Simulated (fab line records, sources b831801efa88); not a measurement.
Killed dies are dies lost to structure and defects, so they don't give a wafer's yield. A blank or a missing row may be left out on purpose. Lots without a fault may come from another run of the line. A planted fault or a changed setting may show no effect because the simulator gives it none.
Which tool did it? | flow gf180mcu | 13 lots, 39 wafers sampled, at 4 steps of a route of 602

WHAT THE GAUGES READ, wafer by wafer
GF_TOP_METAL_RS_MEAS_05: measures by four-point-probe. Usual: TOP_METAL_ALCU_RS 0.0328 ohm/sq, standard deviation 0.00037.
lot  | measured     | on            | TOP_METAL_ALCU_RS (ohm/sq) | flag
L253 | day 27 10:56 | film_metro-02 | 0.0326 0.0327 0.0323       |
L257 | day 28 09:51 | film_metro-02 | 0.0329 0.0325 0.0328       |
L258 | day 28 17:57 | film_metro-02 | 0.0325 0.0326 0.0327       |
L260 | day 29 14:46 | film_metro-03 | 0.0330 0.0328 0.0327       |
L261 | day 29 22:44 | film_metro-02 | 0.0333 0.0333 0.0329       |
L267 | day 31 16:24 | film_metro-02 | 0.0324 0.0323 0.0320       |
L268 | day 31 19:28 | film_metro-02 | 0.0331 0.0329 0.0333       |
L269 | day 32 05:18 | film_metro-04 | 0.0329 0.0331 0.0330       |
L270 | day 32 09:59 | film_metro-04 | 0.0324 0.0326 0.0325       |
L272 | day 32 15:42 | film_metro-02 | 0.0322 0.0329 0.0324       |
L273 | day 33 00:07 | film_metro-03 | 0.0328 0.0323 0.0328       |
L275 | day 33 10:38 | film_metro-02 | 0.0328 0.0326 0.0328       |
L276 | day 33 12:13 | film_metro-03 | 0.0329 0.0328 0.0333       |

GF_PASSIVATION_BOW_MEAS_14. Usual: PASSIVATION_BOW 131 um, standard deviation 10.
lot  | measured     | on            | PASSIVATION_BOW (um) | flag
L253 | day 29 05:34 | film_metro-01 | 121 130 134          |
L257 | day 30 04:05 | film_metro-01 | 143 144 139          |
L258 | day 30 11:14 | film_metro-01 | 132 142 135          |
L260 | day 31 06:24 | film_metro-02 | 142 146 148          |
L261 | day 31 13:10 | film_metro-01 | 128 129 129          |
L267 | day 33 05:01 | film_metro-02 | 104 113 105          |
L268 | day 33 06:23 | film_metro-01 | 130 127 134          |
L269 | day 33 14:42 | film_metro-01 | 122 117 128          |
L270 | day 33 21:11 | film_metro-02 | 122 137 129          |
L272 | day 34 02:32 | film_metro-03 | 131 134 137          |
L273 | day 34 09:31 | film_metro-01 | 123 128 128          |
L275 | day 34 19:22 | film_metro-03 | 130 132 131          |
L276 | day 34 20:34 | film_metro-02 | 147 147 150          |

WHICH TOOL RAN EACH LOT (tool, then ch and the chambers of the sampled wafers, then the start)
lot  | GF_V1_ETCH_17                      | GF_V5_CVD_23
L253 | rie_diel-04 ch 0,2,3, day 18 09:00 | cvd_w-01 ch 0,1, day 27 10:08
L257 | rie_diel-04 ch 0,1,2, day 19 13:00 | cvd_w-01 ch 0,1, day 28 09:02
L258 | rie_diel-04 ch 2,3, day 19 22:00   | cvd_w-01 ch 0,1, day 28 17:07
L260 | rie_diel-04 ch 0,2, day 20 23:00   | cvd_w-01 ch 0,1, day 29 13:58
L261 | rie_diel-04 ch 1,2,3, day 21 09:00 | cvd_w-01 ch 0,1, day 29 21:56
L267 | rie_diel-01 ch 2,3, day 23 14:00   | cvd_w-01 ch 0, day 31 15:35
L268 | rie_diel-02 ch 0,1,3, day 23 18:00 | cvd_w-02 ch 1, day 31 18:32
L269 | rie_diel-04 ch 0,2, day 24 04:00   | cvd_w-01 ch 1, day 32 00:40
L270 | rie_diel-01 ch 0,2,3, day 24 11:00 | cvd_w-01 ch 0,1, day 32 09:10
L272 | rie_diel-01 ch 0,1,2, day 24 22:00 | cvd_w-01 ch 0,1, day 32 14:52
L273 | rie_diel-02 ch 1,2,3, day 25 05:00 | cvd_w-02 ch 0,1, day 32 23:19
L275 | rie_diel-02 ch 2,3, day 25 20:00   | cvd_w-01 ch 0,1, day 33 09:49
L276 | rie_diel-01 ch 0,1, day 26 01:00   | cvd_w-02 ch 0,1, day 33 11:24
- GF_V1_ETCH_17: etches SiO2 in C4F8/O2/Ar, stops on TiN, target depth 630 nm.
- GF_V5_CVD_23: deposits W, target thk 350 nm, time 104.9 s.

WHAT THE TOOLS THEMSELVES READ (means of the sampled wafers that have a number; where no wafer has one, the mark that the record gives instead)
GF_V1_ETCH_17. Usual: oes_product_au 0.856 a.u., standard deviation 0.0045.
lot  | tool        | oes_product_au (a.u.) | flag
L253 | rie_diel-04 | 0.857                 |
L257 | rie_diel-04 | 0.861                 |
L258 | rie_diel-04 | 0.856                 |
L260 | rie_diel-04 | 0.857                 |
L261 | rie_diel-04 | 0.855                 |
L267 | rie_diel-01 | 0.858                 |
L268 | rie_diel-02 | 0.858                 |
L269 | rie_diel-04 | 0.855                 |
L270 | rie_diel-01 | 0.851                 |
L272 | rie_diel-01 | 0.861                 |
L273 | rie_diel-02 | 0.854                 |
L275 | rie_diel-02 | 0.855                 |
L276 | rie_diel-01 | 0.855                 |

GF_V5_CVD_23. Usual: heater_power_w 814 W, standard deviation 110.
lot  | tool     | heater_power_w (W) | flag
L253 | cvd_w-01 | 788                |
L257 | cvd_w-01 | 875                |
L258 | cvd_w-01 | 862                |
L260 | cvd_w-01 | 791                |
L261 | cvd_w-01 | 799                |
L267 | cvd_w-01 | 733                |
L268 | cvd_w-02 | 907                |
L269 | cvd_w-01 | 948                |
L270 | cvd_w-01 | 799                |
L272 | cvd_w-01 | 799                |
L273 | cvd_w-02 | 832                |
L275 | cvd_w-01 | 792                |
L276 | cvd_w-02 | 743                |

THE ANSWER, worked out from the rows above alone
Rule: a lot is off if the mean of its wafers that have a number lies more than 3 standard deviations from the usual mean. A lot without any number at a reading at which 4 lots or more have one is off too. The other lots that the step has rows for count as sound. The gauges are gone through in route order, then the tools' own readings, and for those a lot's mean is taken as printed above. The first step at which some lot is off is used, and at that step the reading that is off furthest; a lot without a number counts as furthest.
No lot is off at any reading shown: from this, nothing can be told.

WHAT THE SIMULATOR HAD PUT IN
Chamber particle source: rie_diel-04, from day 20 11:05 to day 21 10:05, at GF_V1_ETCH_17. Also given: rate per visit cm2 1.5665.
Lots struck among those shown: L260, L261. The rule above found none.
